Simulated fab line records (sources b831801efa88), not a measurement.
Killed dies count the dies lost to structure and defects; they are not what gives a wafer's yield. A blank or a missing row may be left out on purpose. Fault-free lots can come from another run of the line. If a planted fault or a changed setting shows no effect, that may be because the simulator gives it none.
8D (eight disciplines) problem report, filled in by code | flow sky130 | the parts of the form that need people (team, actions taken, sign-off) are left out

== 1. WHAT IS WRONG ==
Across 6 wafers from 2 lots, VIA1_HDPCVD_THK at SKY_VIA1_THK_MEAS_01 averages 881 nm, while fault-free wafers read 1035 nm with a standard deviation of 12. Relative to the usual mean, that is a shift of -13 standard deviations.
The first sign was on wafer L564.3 at day 37 07:06, on film-metro-04. At this step, 33 wafers from 11 lots have a number in the record. The rule behind "out" and "out of limits": a value lying over 4 standard deviations away from the usual mean. All remaining wafers that have a number are taken as sound.

== 2. WHAT IT IS, AND WHAT IT ISN'T ==
question                    | is                           | is not
which readings at this step | VIA1_HDPCVD_THK              | -
which lots                  | L564, L566                   | L551, L554, L556, L557, L559, L560, L563, L573, L574
which wafers of those lots  | all that have a number       | -
read on which gauges        | film-metro-02, film-metro-04 | film-metro-01
when                        | from day 37 07:06            | up to then (21 sound wafers); but 6 sound wafers of L573, L574 came after

== 3. WHAT RULES OUT EACH SUSPECT ==
Counting: a tool at a process step up to the reading stays a suspect if it ran every lot that is out and no sound lot after the first of them.
- the gauge at SKY_VIA1_THK_MEAS_01 has been ruled out. The wafers that are out were read on 2 gauges (film-metro-02, film-metro-04).
- hdpcvd-01 at SKY_VIA1_HDPCVD_00 (deposits SiO2, target thk 1030 nm, time 171.7 s): kept. It ran every lot that is out, first L564 (day 37 06:58), and no sound lot after that; its last sound lot up to then is L560 (day 35 22:26). Its own readings are out on those wafers: sih4-flow-sccm.
Remaining after the count: hdpcvd-01 at SKY_VIA1_HDPCVD_00.

== 4. THE CAUSE (what the simulator had put in) ==
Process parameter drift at SKY_VIA1_HDPCVD_00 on hdpcvd-01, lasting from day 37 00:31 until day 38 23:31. Setting sih4-flow-sccm shifted by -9 from 60. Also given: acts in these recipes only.
The count eliminated every tool but this one.

== 5. SEQUENCE OF EFFECTS, ordered by route ==
Each row: a reading whose mean over the struck wafers that have a number lies more than 3 standard deviations from the usual. Only readings for which the record gives a usual standard deviation are gone through. hours: the time from each lot's start at the first step in this table that gives one to its start at this step, as a median over the lots. sigmas: the change in usual standard deviations.
hours | step                 | reading         | usual      | on struck wafers | change | sigmas
0     | SKY_VIA1_HDPCVD_00   | sih4-flow-sccm  | 60.00 sccm | 51.07            | -8.93  | -47
0     | SKY_VIA1_THK_MEAS_01 | VIA1_HDPCVD_THK | 1035 nm    | 881              | -154   | -13
Here are the process steps it includes:
- SKY_VIA1_HDPCVD_00: deposits SiO2, target thk 1030 nm, time 171.7 s.
Later measuring or inspecting steps at which every struck wafer that the step has a row for has a number for every such reading, and none has moved that far: SKY_VIA1_OVL_MEAS_13.

== 6. WHAT WOULD HAVE CAUGHT IT SOONER ==
Counted from the fault's start at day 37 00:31, it took 7 hours until the first out-of-limits reading at a measuring or inspecting step in this record, taken at day 37 07:06.
At SKY_VIA1_HDPCVD_00, the tool's own readings (sih4-flow-sccm) were out on each struck wafer the step has a row for, so an alarm limit on them would have fired on the first such wafer.
Among the 2 lots that are out, L566 began SKY_VIA1_HDPCVD_00 on hdpcvd-01 after day 37 07:06. Holding the tool at that time would have saved it.
